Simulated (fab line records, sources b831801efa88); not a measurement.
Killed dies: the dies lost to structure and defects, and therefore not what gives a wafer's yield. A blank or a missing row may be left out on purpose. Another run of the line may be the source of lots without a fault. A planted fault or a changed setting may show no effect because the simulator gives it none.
fab line records | flow gf180mcu
[record] lots = 12 wafers = 36 last-day = 34
route steps=602 shown MVPSD@89 POLY_GATE@168 HV_LDD@184 CONTACT@311
lots that met no fault: taken from a fault-free run of the same line
start-h: the number of hours between the record's first day and the start of the first shown wafer of the lot | wait-h: hours elapsed since this lot's preceding step | " same as the row above | L1.1+2: one row covering several wafers at once | - either no value or no given start | * or withheld: withheld | < > ~ a bound
route shown NAME@n: NAME is a module with steps in the file, n the number in the route of the first one | usual: mean/standard deviation taken from wafers without a fault | same: alike in all rows | chamber/n: place in a boat | sites: each site's reading | _std_site: the values' standard deviation | _edge_site: outer sites' mean less inner sites' | radius-mm: for every site, how far away it sits from the centre of the wafer | mask NAME#n: copy n | behind: the tool/chamber that last shaped the wafer | hold: cause of the lot's hold/its duration in hours/its outcome | device: which transistor (n, p or np) failed to switch | end of line: tests of these same wafers at the route's end | for a step that has no rows: nothing shown but its recipe | killed: dies that structure and defects cost at the first sort, which is not the same as the wafer's yield | map: a wafer's dies, marking killed ones x, the rest . and places with no die _
set.NAME: the setting as run; set.NAME@STEP: as run at that earlier step | model.NAME: the simulator's own value behind a step, which no gauge read
a sample of lots followed through the steps of the route, with each step as a table and each wafer as a row
services: a tool's chamber out of use, with start hour (start-h, from the record's first day; less than 0 if before it), hours out, and reason
[[steps]]
[step GF_MVPSD_TW_MEAS_11]
[usual] MVPSD_TW = 553/4
// columns lot.wafer tool chamber start-h wait-h MVPSD_TW
L586.1 film-metro-04 - 97.12 0.1 550
L586.4 " - " " 550
L586.5 " - " " 552
L588.1 film-metro-02 - 109.04 0.1 550
L588.3 " - " " 553
L588.4 " - " " 558
L587.2 film-metro-04 - 109.55 0.1 552
L587.3 " - " " 551
L587.6 " - " " 552
L592.1 film-metro-04 - 134.22 0.1 549
L592.3 " - " " 548
L592.6 " - " " 546
L593.2 film-metro-04 - 141.13 0.1 545
L593.3 " - " " 546
L593.4 " - " " 547
L596.4 film-metro-02 - 161.17 0.1 557
L596.5 " - " " 559
L596.6 " - " " 559
L599.1 film-metro-04 - 175.18 0.1 552
L599.3 " - " " 549
L599.5 " - " " 551
L600.3 film-metro-02 - 182.70 0.1 556
L600.4 " - " " 557
L600.6 " - " " 554
L602.2 film-metro-04 - 194.13 0.1 547
L602.5 " - " " 550
L602.6 " - " " 550
L603.1 film-metro-02 - 198.94 0.1 557
L603.4 " - " " 557
L603.6 " - " " 553
L605.2 film-metro-04 - 212.63 0.1 551
L605.5 " - " " 548
L605.6 " - " " 554
L609.3 film-metro-02 - 237.37 0.1 560
L609.4 " - " " 557
L609.5 " - " " 557
[step GF_POLY_GATE_OVL_MEAS_11]
[usual] POLY_GATE_OVL = -6/5.9
// columns lot.wafer tool chamber start-h wait-h POLY_GATE_OVL[nm]
L586.1 overlay-01 - 196.95 0.1 -11
L586.4 " - " " -2
L586.5 " - " " -10
L588.1 overlay-02 - 211.95 0.1 -4
L588.3 " - " " 2
L588.4 " - " " -11
L587.2 overlay-02 - 214.94 0.1 -10
L587.3 " - " " -15
L587.6 " - " " -13
L592.1 overlay-02 - 245.52 0.1 -11
L592.3 " - " " -7
L592.6 " - " " -1
L593.2 overlay-01 - 249.74 0.1 -3
L593.3 " - " " -12
L593.4 " - " " -3
L596.4 overlay-01 - 272.92 0.1 -7
L596.5 " - " " -18
L596.6 " - " " -8
L599.1 overlay-01 - 294.22 0.1 -5
L599.3 " - " " -10
L599.5 " - " " -10
L600.3 overlay-02 - 300.14 0.1 -3
L600.4 " - " " 4
L600.6 " - " " 5
L602.2 overlay-01 - 315.91 0.1 -8
L602.5 " - " " -7
L602.6 " - " " -14
L603.1 overlay-02 - 319.37 0.1 -5
L603.4 " - " " -2
L603.6 " - " " -1
L605.2 overlay-02 - 331.64 0.1 0
L605.5 " - " " -6
L605.6 " - " " -7
L609.3 overlay-01 - 365.73 0.1 -16
L609.4 " - " " -14
L609.5 " - " " -7
[step GF_HV_LDD_OVL_MEAS_08]
[usual] HV_LDD_OVL = -0.2/1.6
// columns lot.wafer tool chamber start-h wait-h HV_LDD_OVL[nm]
L586.1 overlay-01 - 218.21 0.1 -2.7
L586.4 " - " " -2.2
L586.5 " - " " -2.9
L588.1 overlay-01 - 231.80 0.1 0.4
L588.3 " - " " -1.7
L588.4 " - " " -1.8
L587.2 overlay-02 - 235.01 0.1 0.7
L587.3 " - " " -0.8
L587.6 " - " " -2.0
L592.1 overlay-01 - 267.42 0.1 2.0
L592.3 " - " " 0.8
L592.6 " - " " 1.6
L593.2 overlay-02 - 269.91 0.1 1.0
L593.3 " - " " 1.9
L593.4 " - " " 0.8
L596.4 overlay-02 - 296.04 0.1 -1.1
L596.5 " - " " 0.5
L596.6 " - " " 3.1
L599.1 overlay-01 - 316.62 0.1 -0.5
L599.3 " - " " -1.7
L599.5 " - " " -1.3
L600.3 overlay-02 - 323.94 0.1 -0.3
L600.4 " - " " 1.1
L600.6 " - " " 1.5
L602.2 overlay-02 - 338.82 0.1 -0.6
L602.5 " - " " 0.7
L602.6 " - " " 0.3
L603.1 overlay-01 - 342.97 0.1 -1.2
L603.4 " - " " 1.3
L603.6 " - " " -0.8
L605.2 overlay-01 - 354.53 0.1 -1.2
L605.5 " - " " 0.1
L605.6 " - " " -0.5
L609.3 overlay-01 - 390.66 0.1 1.7
L609.4 " - " " 1.4
L609.5 " - " " 1.8
[step GF_CONTACT_CVD_24]
[recipe] material = W target-thk-nm = 300 time-s = 90.339 temp-c = 400 pressure-torr = 40
[usual] heater-power-outer-w = 544/28 heater-power-w = 874/43
// columns lot.wafer tool chamber start-h wait-h heater-power-outer-w heater-power-w
L586.1 cvd-w-02 0 363.46 0.0 504 886
L586.4 " 0 " " 503 909
L586.5 " 0 " " 494 899
L588.1 cvd-w-01 0 380.71 0.0 571 847
L588.3 " 1 " " 614 996
L588.4 " 0 " " 556 843
L587.2 cvd-w-02 0 386.39 0.1 499 919
L587.3 " 0 " " 501 892
L587.6 " 0 " " 498 886
L592.1 cvd-w-01 0 426.58 0.0 535 821
L592.3 " 0 " " 541 802
L592.6 " 0 " " 536 824
L593.2 cvd-w-01 1 428.53 0.0 579 913
L593.3 " 0 " " 536 797
L593.4 " 1 " " 583 910
L596.4 cvd-w-01 1 461.50 0.1 558 905
L596.5 " 0 " " 547 806
L596.6 " 1 " " 559 911
L599.1 cvd-w-01 1 482.52 0.0 571 913
L599.3 " 1 " " 552 918
L599.5 " 1 " " 563 901
L600.3 cvd-w-01 1 492.68 0.1 585 914
L600.4 " 0 " " 546 793
L600.6 " 1 " " 555 911
L602.2 cvd-w-02 1 509.74 0.0 571 862
L602.5 " 1 " " 558 877
L602.6 " 0 " " 506 866
L603.1 cvd-w-02 1 512.32 0.0 558 857
L603.4 " 0 " " 509 876
L603.6 " 0 " " 498 879
L605.2 cvd-w-02 0 526.61 0.0 507 866
L605.5 " 1 " " 559 872
L605.6 " 0 " " 510 879
L609.3 cvd-w-02 0 563.28 0.1 513 879
L609.4 " 1 " " 561 871
L609.5 " 1 " " 545 856
[step GF_CONTACT_RS_MEAS_25]
[recipe] thk-meas-gauge = four-point-probe reads = W_of_CONTACT_CVD_24+TiN_of_CONTACT_SPUTTER_23+Ti_of_CONTACT_SPUTTER_22
[usual] CONTACT_W_RS = 0.379/0.0088
// columns lot.wafer tool chamber start-h wait-h CONTACT_W_RS[ohm/sq]
L586.1 film-metro-04 - 363.56 0.1 0.368
L586.4 " - " " 0.366
L586.5 " - " " 0.365
L588.1 film-metro-04 - 380.81 0.1 0.387
L588.3 " - " " 0.381
L588.4 " - " " 0.389
L587.2 film-metro-03 - 386.57 0.2 0.360
L587.3 " - " " 0.358
L587.6 " - " " 0.364
L592.1 film-metro-02 - 426.68 0.1 0.391
L592.3 " - " " 0.385
L592.6 " - " " 0.386
L593.2 film-metro-04 - 428.65 0.1 0.389
L593.3 " - " " 0.387
L593.4 " - " " 0.389
L596.4 film-metro-03 - 461.63 0.1 0.382
L596.5 " - " " 0.378
L596.6 " - " " 0.383
L599.1 film-metro-04 - 482.62 0.1 0.328
L599.3 " - " " 0.328
L599.5 " - " " 0.330
L600.3 film-metro-03 - 492.79 0.1 0.326
L600.4 " - " " 0.327
L600.6 " - " " 0.329
L602.2 film-metro-04 - 509.86 0.1 0.378
L602.5 " - " " 0.374
L602.6 " - " " 0.370
L603.1 film-metro-04 - 512.42 0.1 0.378
L603.4 " - " " 0.367
L603.6 " - " " 0.366
L605.2 film-metro-04 - 526.73 0.1 0.371
L605.5 " - " " 0.379
L605.6 " - " " 0.369
L609.3 film-metro-02 - 563.38 0.1 0.365
L609.4 " - " " 0.382
L609.5 " - " " 0.376
[step GF_CONTACT_THK_MEAS_26]
[recipe] thk-meas-gauge = xrf reads = W_of_CONTACT_CVD_24
[usual] CONTACT_W_THK = 302/7.3
// columns lot.wafer tool chamber start-h wait-h CONTACT_W_THK[nm]
L586.1 film-metro-04 - 363.68 0.1 311
L586.4 " - " " 310
L586.5 " - " " 312
L588.1 film-metro-04 - 380.93 0.1 295
L588.3 " - " " 299
L588.4 " - " " 294
L587.2 film-metro-03 - 386.68 0.1 321
L587.3 " - " " 322
L587.6 " - " " 316
L592.1 film-metro-02 - 426.80 0.1 292
L592.3 " - " " 296
L592.6 " - " " 297
L593.2 film-metro-04 - 428.76 0.1 295
L593.3 " - " " 295
L593.4 " - " " 295
L596.4 film-metro-03 - 461.72 0.1 304
L596.5 " - " " 308
L596.6 " - " " 303
L599.1 film-metro-04 - 482.74 0.1 342
L599.3 " - " " 342
L599.5 " - " " 344
L600.3 film-metro-03 - 492.89 0.1 353
L600.4 " - " " 355
L600.6 " - " " 353
L602.2 film-metro-04 - 509.97 0.1 299
L602.5 " - " " 303
L602.6 " - " " 306
L603.1 film-metro-04 - 512.54 0.1 298
L603.4 " - " " 308
L603.6 " - " " 310
L605.2 film-metro-04 - 526.84 0.1 306
L605.5 " - " " 300
L605.6 " - " " 308
L609.3 film-metro-02 - 563.48 0.1 314
L609.4 " - " " 300
L609.5 " - " " 302
[step GF_CONTACT_CMP_27]
[recipe] stop-on = SiO2 down-force-psi = 3.446 platen-rpm = 60 t-overpolish-s = 15 target-thk-nm = 0 pad-velocity-m-s = 0.94248
[usual] motor-current-A = 11.1/0.99 time-to-endpoint-s = 74/3.9
// columns lot.wafer tool chamber start-h wait-h motor-current-A time-to-endpoint-s
L586.4 cmp-02 3 363.79 0.1 10.1 75
L586.1 " 0 " " 10.6 71
L586.5 " 3 " " 9.7 74
L588.3 cmp-01 2 381.04 0.1 11.8 76
L588.4 " 3 " " 11.8 78
L588.1 " 0 " " 12.4 69
L587.2 cmp-02 2 386.83 0.1 10.5 71
L587.3 " 3 " " 10.3 79
L587.6 " 1 " " 12.3 74
L592.1 cmp-02 1 426.91 0.1 11.6 70
L592.3 " 3 " " 10.2 71
L592.6 " 0 " " 10.4 70
L593.3 cmp-01 1 428.81 0.0 10.5 76
L593.4 " 2 " " 12.4 73
L593.2 " 0 " " 11.5 68
L596.4 cmp-02 3 461.75 0.0 10.1 71
L596.5 " 3 " " 10.3 78
L596.6 " 0 " " 10.5 70
L599.1 cmp-01 0 482.80 0.1 11.4 85
L599.3 " 1 " " 10.8 89
L599.5 " 0 " " 11.6 82
L600.3 cmp-01 1 492.93 0.0 10.4 94
L600.4 " 2 " " 12.8 94
L600.6 " 1 " " 11.0 91
L602.2 cmp-01 2 510.07 0.1 12.8 75
L602.6 " 1 " " 10.0 82
L602.5 " 2 " " 12.3 78
L603.4 cmp-02 2 512.69 0.1 10.1 72
L603.1 " 0 " " 10.3 71
L603.6 " 3 " " 9.9 77
L605.2 cmp-02 0 526.94 0.1 10.6 73
L605.6 " 3 " " 10.0 80
L605.5 " 0 " " 10.1 74
L609.3 cmp-02 3 563.52 0.0 9.5 79
L609.4 " 1 " " 12.0 72
L609.5 " 0 " " 10.3 72
[[services]]
// columns tool chamber start-h hours kind
cvd-w-02 - 369.01 0.8 repair
cvd-w-02 - 370.29 2.2 repair
cvd-w-02 1 373.51 19.5 repair
cvd-w-01 - 387.00 1.0 repair
cvd-w-01 - 390.00 14.0 pm
cvd-w-01 0 390.00 14.0 vent-cycle
cvd-w-01 1 390.00 14.0 vent-cycle
cmp-01 - 391.88 3.1 repair
cmp-01 - 395.02 11.6 pm
cvd-w-01 0 404.00 - clean
cvd-w-01 1 404.00 - clean
cmp-02 - 404.23 4.0 pm
cmp-02 - 408.23 - consumable-replace:conditioner
cmp-02 - 408.23 - consumable-replace:pad
cmp-01 - 436.01 2.5 repair
cmp-01 - 437.94 0.7 repair
cvd-w-02 1 442.25 1.3 repair
cvd-w-01 - 454.33 6.9 pm
cmp-02 - 457.89 3.8 repair
cmp-01 - 469.91 5.7 pm
cvd-w-02 - 476.42 2.8 pm
cmp-02 - 523.37 2.8 repair
cvd-w-01 - 525.69 2.8 pm
cmp-02 - 530.13 3.2 pm
[[key]]
[first-sign] step = GF_CONTACT_RS_MEAS_25 reading = CONTACT_W_RS direction = down sigmas = 5.8 usual = 0.379 struck = 0.328
[effect] step = GF_CONTACT_THK_MEAS_26 reading = CONTACT_W_THK direction = up sigmas = 6.4 usual = 302 struck = 348
[effect] step = GF_CONTACT_CMP_27 reading = time-to-endpoint-s direction = up sigmas = 4 usual = * struck = *
met-at GF_CONTACT_CVD_24
struck-lots L599,L600
tester-left-out L599,L600
not-acting-at GF_MVPSD_TW_MEAS_11,GF_POLY_GATE_OVL_MEAS_11,GF_HV_LDD_OVL_MEAS_08
onset-between 461.50 482.52
[earlier-fault] kind = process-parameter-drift tool = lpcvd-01 chamber = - onset-h = 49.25 steps = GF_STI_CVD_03 channel = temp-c offset = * shape = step end-h = 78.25 acts-in = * stated = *
[fault] kind = process-parameter-drift tool = cvd-w-01 chamber = - onset-h = 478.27 steps = GF_CONTACT_CVD_24 channel = target-thk-nm offset = 51.099 shape = step end-h = 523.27 acts-in = these-recipes-only stated = 300
// tester-left-out: of these lots the tester's yield and bins aren't shown, on N5 and GAA mostly nor the transistor test; their killed dies are dies lost to structure and defects alone, not to doping, threshold or leakage, so they don't give the yield
